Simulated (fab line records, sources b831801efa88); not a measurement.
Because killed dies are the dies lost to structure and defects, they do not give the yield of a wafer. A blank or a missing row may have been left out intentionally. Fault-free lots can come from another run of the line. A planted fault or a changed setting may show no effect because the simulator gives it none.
A lot that was struck, set against a sound lot | flow gf180mcu | 15 out of 602 route steps
Sound: these wafers, L441.1, L441.4, L441.5. Struck: wafer L438.1 (left out: L438.4, L438.5 of the same lot, which were not struck); the cause appears at the end.
At each step with rows: each side's tool, then ch and its chambers, then its first start. Under that, the readings that differ: sound wafers | struck wafers | difference of the means | sigmas: that difference in standard deviations of wafers without a fault.
alike: a reading whose means differ by less than 2 such deviations, as well as words and numbers matching on both sides. not compared: withheld readings; readings where some wafer has no value; bounds like >300 that might hide an equal value; numbers whose values overlap and for which the record gives no deviation.
A row with sigmas, a row that says differs or no value, or rows on one side alone: a step with any of these is where the two part. Non-overlapping numbers with no deviation appear without sigmas and do not part them. Lack of a reading on every wafer of one side parts them only where that side has two or more wafers.

GF_V4_SPUTTER_22: material TiN, target thk 10 nm, time 40 s.
  struck on pvd-sputter-02, day 29 12:46; sound on pvd-sputter-01, day 30 14:37
  alike: throttle-valve-pct
then, 1 step without rows for these wafers: GF_V4_CVD_23 (deposits W, target thk 350 nm, time 104.9 s).
GF_V4_RS_MEAS_24: measures by four-point-probe.
  struck on film-metro-03, day 29 12:55; sound on film-metro-04, day 30 14:46
  alike: V4_W_RS
GF_V4_THK_MEAS_25: measures by xrf.
  struck on film-metro-03, day 29 13:02; sound on film-metro-04, day 30 14:53
  alike: V4_W_THK
then, 1 step without rows for these wafers: GF_V4_CMP_26 (polishes, stops on SiO2, t overpolish 15 s, target thk 0 nm).
GF_MIM_SPUTTER_00: material Ti, target thk 37.5 nm, time 150 s.
  struck on pvd-sputter-01, day 29 13:23; sound on pvd-sputter-01, day 30 15:15
  alike: throttle-valve-pct
then, 1 step without rows for these wafers: GF_MIM_SPUTTER_01 (material TiN, target thk 30 nm, time 25 s).
GF_MIM_SPUTTER_02: material AlCu, target thk 450 nm, time 23.9 s.
  struck on pvd-sputter-01, day 29 13:31; sound on pvd-sputter-01, day 30 15:23
  alike: throttle-valve-pct
then, 1 step without rows for these wafers: GF_MIM_SPUTTER_03 (material Ti, target thk 10 nm, time 6.7 s).
GF_MIM_SPUTTER_04: material TiN, target thk 50 nm, time 41.7 s.
  struck on pvd-sputter-01, day 29 13:34; sound on pvd-sputter-01, day 30 15:27
  alike: throttle-valve-pct
then, 1 step without rows for these wafers: GF_MIM_CVD_05 (deposits Si3N4, target thk 42 nm, time 29.086 s).
GF_MIM_THK_MEAS_06:
  struck on film-metro-02, day 29 13:38; sound on film-metro-02, day 30 15:31
  alike: MIM_CVD_05_THK
GF_MIM_SPUTTER_07: material TiN, target thk 60 nm, time 50 s.
  struck on pvd-sputter-02, day 29 13:42; sound on pvd-sputter-03, day 30 15:35
  reading                                 | sound             | struck | difference | sigmas
  model.TiN_of_MIM_SPUTTER_07.thk-nm (nm) | 59.05 59.35 59.94 | 64.84  | +5.39      |
  alike: throttle-valve-pct
GF_MIM_SPUTTER_08: material AlCu, target thk 200 nm, time 10.6 s.
  struck on pvd-sputter-02, day 29 13:45; sound on pvd-sputter-03, day 30 15:38
  alike: throttle-valve-pct
after that, 1 step had no rows for these wafers: GF_PASSIVATION_PROBE_99.

== WHERE THEY PART ==
Nowhere in this record.

WHY: whatever the simulator had introduced
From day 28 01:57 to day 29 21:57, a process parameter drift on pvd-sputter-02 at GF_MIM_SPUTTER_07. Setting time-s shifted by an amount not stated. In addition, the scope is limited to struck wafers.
